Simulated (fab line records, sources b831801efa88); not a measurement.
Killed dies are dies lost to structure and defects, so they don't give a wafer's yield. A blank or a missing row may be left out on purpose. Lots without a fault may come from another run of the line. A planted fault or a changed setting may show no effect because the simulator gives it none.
fab line records | flow sky130
record lots=12 wafers=36 last_day=49
route steps=708 shown METAL2@483 PAD_OPEN@708
lots that met no fault: from a run of the same line without faults
start_h: hours from the record's first day to the start of the lot's first wafer shown | wait_h: hours since the lot's step before | " the same as in the row above | L1.1+2: a row that stands for several wafers | - no value, or no start given | * or withheld: withheld | < > ~ a bound
route shown NAME@n: a module of which the file shows steps, and the number in the route of the first | usual: mean/standard deviation of fault-free wafers | same: alike in all rows | chamber/n: place in a boat | sites: the reading at each site | _std_site: their standard deviation | _edge_site: outer sites' mean less inner sites' | radius_mm: how far each site lies from the wafer's centre | mask NAME#n: copy n | behind: the tool/chamber that last shaped the wafer | hold: why the lot was held/for how many hours/how that ended | device: the transistor (n, p or np) that didn't switch | end of line: the same wafers' tests at the end of the route | a step without rows: its recipe alone | killed: dies lost to structure and defects at the first sort, not the wafer's yield | map: a wafer's dies, x killed, . not, _ none there
set.NAME: the setting as run; set.NAME@STEP: as run at that earlier step | model.NAME: the simulator's own value behind a step, which no gauge read
steps of the route over a sample of lots; a table a step, a row a wafer
services: from which hour (start_h, from the record's first day; less than 0 if before it) a tool's chamber was out of use, for how many hours, and why
## steps
# step SKY_METAL2_SPUTTER_00
# recipe material=Ti target_thk_nm=15 power_w=3000 time_s=10 chamber_pressure_pa=0.4
# usual throttle_valve_pct=29.8/1
# columns lot.wafer tool chamber start_h wait_h throttle_valve_pct
L518.1 pvd_sputter-01 - 805.11 0.2 28.3
L518.2 " - " " 29.4
L518.4 " - " " 31.0
L519.1 pvd_sputter-03 - 812.36 0.1 29.8
L519.2 " - " " 29.8
L519.5 " - " " 29.8
L520.1 pvd_sputter-01 - 814.11 0.1 29.0
L520.3 " - " " 30.6
L520.4 " - " " 29.3
L521.1 pvd_sputter-01 - 824.15 0.1 30.6
L521.3 " - " " 28.5
L521.6 " - " " 29.5
L522.1 pvd_sputter-02 - 833.89 0.2 31.2
L522.3 " - " " 30.3
L522.6 " - " " 28.9
L523.1 pvd_sputter-02 - 844.06 0.1 29.1
L523.3 " - " " 30.2
L523.5 " - " " 30.3
L524.1 pvd_sputter-01 - 847.90 0.2 30.6
L524.5 " - " " 28.6
L524.6 " - " " 29.4
L525.1 pvd_sputter-01 - 863.26 0.1 28.6
L525.4 " - " " 30.9
L525.6 " - " " 30.5
L528.1 pvd_sputter-03 - 892.15 0.1 30.7
L528.2 " - " " 29.9
L528.3 " - " " 30.4
L532.1 pvd_sputter-02 - 911.10 0.2 31.8
L532.2 " - " " 30.2
L532.3 " - " " 28.7
L534.2 pvd_sputter-01 - 932.72 0.1 30.9
L534.4 " - " " 28.5
L534.6 " - " " 30.7
L535.1 pvd_sputter-03 - 933.86 0.2 30.4
L535.4 " - " " 29.9
L535.5 " - " " 30.6
# step SKY_METAL2_SPUTTER_04
# recipe material=TiN target_thk_nm=70 power_w=6500 time_s=58.3 chamber_pressure_pa=0.4
# usual throttle_valve_pct=29.8/1
# columns lot.wafer tool chamber start_h wait_h throttle_valve_pct
L518.1 pvd_sputter-01 - 805.20 0.0 28.7
L518.2 " - " " 29.2
L518.4 " - " " 30.7
L519.1 pvd_sputter-03 - 812.45 0.0 29.6
L519.2 " - " " 29.9
L519.5 " - " " 29.7
L520.1 pvd_sputter-01 - 814.20 0.0 28.5
L520.3 " - " " 30.9
L520.4 " - " " 29.3
L521.1 pvd_sputter-01 - 824.24 0.0 30.7
L521.3 " - " " 28.7
L521.6 " - " " 29.5
L522.1 pvd_sputter-02 - 833.99 0.0 31.3
L522.3 " - " " 30.5
L522.6 " - " " 29.0
L523.1 pvd_sputter-02 - 844.15 0.0 28.9
L523.3 " - " " 30.4
L523.5 " - " " 30.5
L524.1 pvd_sputter-01 - 847.99 0.0 30.5
L524.5 " - " " 28.4
L524.6 " - " " 29.4
L525.1 pvd_sputter-01 - 863.35 0.0 28.3
L525.4 " - " " 30.8
L525.6 " - " " 30.8
L528.1 pvd_sputter-03 - 892.24 0.0 31.1
L528.2 " - " " 29.9
L528.3 " - " " 30.4
L532.1 pvd_sputter-02 - 911.19 0.0 31.6
L532.2 " - " " 30.5
L532.3 " - " " 29.0
L534.2 pvd_sputter-01 - 932.81 0.0 30.5
L534.4 " - " " 28.9
L534.6 " - " " 31.1
L535.1 pvd_sputter-03 - 933.95 0.0 30.3
L535.4 " - " " 30.0
L535.5 " - " " 30.4
# step SKY_METAL2_OVL_MEAS_16
# usual METAL2_OVL=-4/7.5
# columns lot.wafer tool chamber start_h wait_h METAL2_OVL[nm]
L518.1 overlay-01 - 831.80 0.1 11
L518.2 " - " " -3
L518.4 " - " " 5
L519.1 overlay-01 - 839.06 0.1 2
L519.2 " - " " 8
L519.5 " - " " 3
L520.1 overlay-02 - 841.06 0.1 0
L520.3 " - " " -9
L520.4 " - " " -7
L521.1 overlay-02 - 851.00 0.1 -9
L521.3 " - " " -16
L521.6 " - " " -16
L522.1 overlay-01 - 859.70 0.1 -12
L522.3 " - " " -9
L522.6 " - " " 2
L523.1 overlay-01 - 869.81 0.1 -22
L523.3 " - " " -16
L523.5 " - " " -16
L524.1 overlay-02 - 874.55 0.1 4
L524.5 " - " " 0
L524.6 " - " " -4
L525.1 overlay-01 - 889.11 0.1 -14
L525.4 " - " " -7
L525.6 " - " " -4
L528.1 overlay-01 - 918.30 0.1 -6
L528.2 " - " " 5
L528.3 " - " " -1
L532.1 overlay-01 - 935.35 0.1 -14
L532.2 " - " " -27
L532.3 " - " " -12
L534.2 overlay-02 - 957.46 0.1 11
L534.4 " - " " 0
L534.6 " - " " 4
L535.1 overlay-01 - 959.55 0.1 0
L535.4 " - " " 6
L535.5 " - " " 0
# step SKY_METAL2_ETCH_18
# recipe chemistry=N2/H2 target=BARC ion_energy_ev=200 bias_w=100 pressure_mtorr=30 n2_flow_sccm=100 h2_flow_sccm=200 icp_w=500 stop_on=SiO2 time_s=45.9 target_depth_a=600
# usual bias_w=99.98/0.29 drypump_motor_current_A=5.6/0.49 h2_flow_sccm=200.0/0.52 oes_product_au=0.855/0.0051 rf_fwd_power_W=495.3/2.4 throttle_valve_pct=13.226/0.0092
# columns lot.wafer tool chamber start_h wait_h bias_w drypump_motor_current_A h2_flow_sccm oes_product_au rf_fwd_power_W rf_hours_counter_h throttle_valve_pct
L518.1 rie_metal-02 1 831.87 0.0 99.65 5.3 200.1 0.858 497.0 15 13.226
L518.2 " 0 " " 100.04 6.1 200.1 0.861 489.2 8 13.213
L518.4 " 1 " " 99.97 5.3 199.6 0.856 495.9 - 13.232
L519.1 rie_metal-01 1 839.13 0.0 99.74 4.8 199.4 0.849 496.1 5 13.215
L519.2 " 0 " " 99.91 5.8 199.6 0.861 493.2 6 13.226
L519.5 " 0 " " 99.95 5.8 199.8 0.856 494.1 - 13.226
L520.1 rie_metal-01 0 841.13 0.0 100.11 5.8 199.5 0.866 495.8 7 13.225
L520.3 " 1 " " 99.96 4.9 199.3 0.856 497.5 - 13.224
L520.4 " 0 " " 100.04 5.8 199.3 0.855 496.8 - 13.226
L521.1 rie_metal-01 0 851.07 0.0 100.07 5.8 200.6 0.859 495.4 7 13.226
L521.3 " 1 " " 99.90 4.9 200.1 0.857 493.4 - 13.229
L521.6 " 1 " " 99.56 4.8 201.0 0.861 493.3 - 13.232
L522.1 rie_metal-02 0 859.77 0.0 100.45 6.1 200.7 0.855 491.8 9 13.226
L522.3 " 1 " " 99.77 5.3 199.4 0.856 495.3 - 13.220
L522.6 " 1 " " 100.10 5.3 199.2 0.855 495.9 - 13.232
L523.1 rie_metal-04 0 869.88 0.0 100.36 6.2 200.8 0.854 496.8 12 13.221
L523.3 " 0 " " 99.75 6.2 200.2 0.852 495.3 - 13.233
L523.5 " 1 " " 99.72 5.4 200.5 0.853 498.7 - 13.231
L524.1 rie_metal-01 0 874.62 0.0 100.32 5.8 199.7 0.858 496.5 8 13.220
L524.5 " 0 " " 100.34 5.8 200.1 0.865 496.1 - 13.227
L524.6 " 1 " " 100.26 4.8 199.4 0.854 492.1 - 13.229
L525.1 rie_metal-04 0 889.18 0.0 100.25 6.2 199.3 0.854 497.5 13 13.250
L525.4 " 1 " " 99.83 5.4 199.8 0.861 497.5 - 13.239
L525.6 " 0 " " 99.71 6.2 199.4 0.856 496.4 - 13.224
L528.1 rie_metal-04 0 918.40 0.1 99.93 6.2 200.0 0.859 495.4 14 13.220
L528.2 " 0 " " 99.85 6.2 200.5 0.859 494.1 - 13.237
L528.3 " 0 " " 99.65 6.2 200.6 0.854 496.3 - 13.218
L532.1 rie_metal-01 0 935.42 0.0 99.74 5.8 200.3 0.861 495.3 11 13.226
L532.2 " 1 " " 99.67 4.8 199.7 0.858 492.6 10 13.223
L532.3 " 1 " " 99.98 4.8 200.4 0.854 493.7 - 13.221
L534.2 rie_metal-04 1 957.52 0.0 105.79 5.4 199.9 0.852 494.3 10 13.235
L534.4 " 1 " " 105.45 5.4 199.9 0.851 497.5 - 13.243
L534.6 " 0 " " 105.90 6.2 200.8 0.856 497.5 - 13.220
L535.1 rie_metal-04 0 959.62 0.0 106.13 6.2 200.2 0.861 496.7 16 13.224
L535.4 " 0 " " 105.53 6.2 199.9 0.855 495.2 - 13.231
L535.5 " 0 " " 105.35 6.2 199.7 0.853 495.4 - 13.238
# step SKY_PAD_OPEN_PROBE_99
# usual defect_limited_yield=82.9/2 killed_at_M0_to_M3=42/7.6 killed_at_M4_up=2.9/1.7 killed_at_contacts=24/5.1 killed_at_front_end=15/4 killed_at_other=0.2/0.38 killed_dies=84/9.9 killed_open=46/7.2 killed_short=38/6.6 sort_bin_3_pad_short=0.9/0.38 sort_bin_5_function=10.2/1.5 sort_bin_6_memory=6.0/1 sort_n_pass=408/9.9 sort_yield_pct=82.9/2
# same gross_dies=492 killed_at_back_side=0 sort_bin_4_leakage[%]=0 sort_bin_8_speed[%]=0
# columns lot.wafer tool chamber start_h wait_h defect_limited_yield[%] killed_at_M0_to_M3 killed_at_M4_up killed_at_contacts killed_at_front_end killed_at_other killed_dies killed_open killed_short sort_bin_3_pad_short[%] sort_bin_5_function[%] sort_bin_6_memory[%] sort_n_pass sort_yield_pct[%]
L519.1 prober-02 - 1091.66 0.1 83.5 40 1 25 15 0 81 43 38 0.6 7.9 7.9 411 83.5
L519.2 prober-02 - 1091.71 0.1 81.1 44 3 27 19 0 93 46 47 1.0 12.0 5.9 399 81.1
L519.5 prober-02 - 1091.86 0.2 81.9 45 4 19 21 0 89 45 44 0.4 11.8 5.9 403 81.9
L528.1 prober-01 - 1153.26 0.1 82.9 40 1 32 11 0 84 45 39 1.4 10.0 5.7 408 82.9
L528.2 prober-01 - 1153.31 0.1 82.5 44 4 23 14 1 86 46 40 0.6 10.6 6.3 406 82.5
L528.3 prober-01 - 1153.36 0.2 82.1 37 2 31 18 0 88 48 40 1.4 9.3 7.1 404 82.1
# killed by level:class
L519.1 LI_CONTACT:geometric_particle:open=11 VIA1:geometric_particle:open=7 VIA1:geometric_particle:short=6 POLY_GATE:geometric_particle:short=5 VIA2:geometric_particle:open=5 METAL3:geometric_particle:short=5 LOCAL_INTERCONNECT:geometric_particle:short=4 VIA2:geometric_particle:short=4
L519.2 VIA3:geometric_particle:open=11 FIELD_ISO:geometric_particle:short=8 LOCAL_INTERCONNECT:geometric_particle:short=7 VIA1:geometric_particle:open=7 LI_CONTACT:geometric_particle:open=6 CONTACT:geometric_particle:short=5 CONTACT:geometric_particle:open=5 VIA1:geometric_particle:short=5
L519.5 METAL1:geometric_particle:short=9 LI_CONTACT:geometric_particle:open=8 VIA1:geometric_particle:open=8 FIELD_ISO:geometric_particle:short=7 VIA2:geometric_particle:short=6 FIELD_ISO:geometric_particle:open=4 CONTACT:geometric_particle:open=4 LOCAL_INTERCONNECT:geometric_particle:short=4
L528.1 VIA1:geometric_particle:open=12 CONTACT:geometric_particle:open=12 LOCAL_INTERCONNECT:geometric_particle:short=6 CONTACT:geometric_particle:short=6 METAL2:geometric_particle:short=6 LI_CONTACT:geometric_particle:open=5 VIA3:geometric_particle:open=4 VIA1:geometric_particle:short=4
L528.2 VIA2:geometric_particle:open=10 METAL2:geometric_particle:short=9 VIA1:geometric_particle:open=7 CONTACT:geometric_particle:open=6 METAL3:geometric_particle:short=5 FIELD_ISO:geometric_particle:short=4 LI_CONTACT:geometric_particle:short=4 LOCAL_INTERCONNECT:geometric_particle:short=4
L528.3 LI_CONTACT:geometric_particle:open=12 VIA1:geometric_particle:open=8 CONTACT:geometric_particle:open=6 CONTACT:geometric_particle:short=6 VIA3:geometric_particle:open=6 VIA3:geometric_particle:short=6 METAL2:geometric_particle:short=5 FIELD_ISO:geometric_particle:open=4
## services
# columns tool chamber start_h hours kind
pvd_sputter-02 - 785.77 3.3 repair
pvd_sputter-02 - 788.76 2.8 repair
pvd_sputter-01 - 794.86 1.2 repair
rie_metal-02 0 874.02 4.5 repair
pvd_sputter-03 - 879.41 2.4 repair
rie_metal-02 - 886.70 2.8 pm
pvd_sputter-03 - 914.68 2.8 repair
pvd_sputter-03 - 917.05 0.6 repair
rie_metal-04 1 917.61 3.2 repair
rie_metal-04 0 925.79 5.1 repair
rie_metal-02 - 939.79 0.8 repair
pvd_sputter-02 - 952.40 1.0 repair
rie_metal-02 - 958.58 1.2 repair
## key
first_sign step=SKY_METAL2_ETCH_18 reading=bias_w direction=up sigmas=20 usual=99.98 struck=105.69
effect none on later readings
met_at SKY_METAL2_ETCH_18
struck_lots L534,L535
not_acting_at SKY_METAL2_SPUTTER_00,SKY_METAL2_SPUTTER_04,SKY_METAL2_OVL_MEAS_16
onset_between 918.40 957.52
fault kind=process_parameter_drift tool=rie_metal-04 chamber=- onset_h=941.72 steps=SKY_METAL2_ETCH_18 channel=bias_w offset=5.7523 shape=step end_h=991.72 acts_in=these_recipes_only stated=100
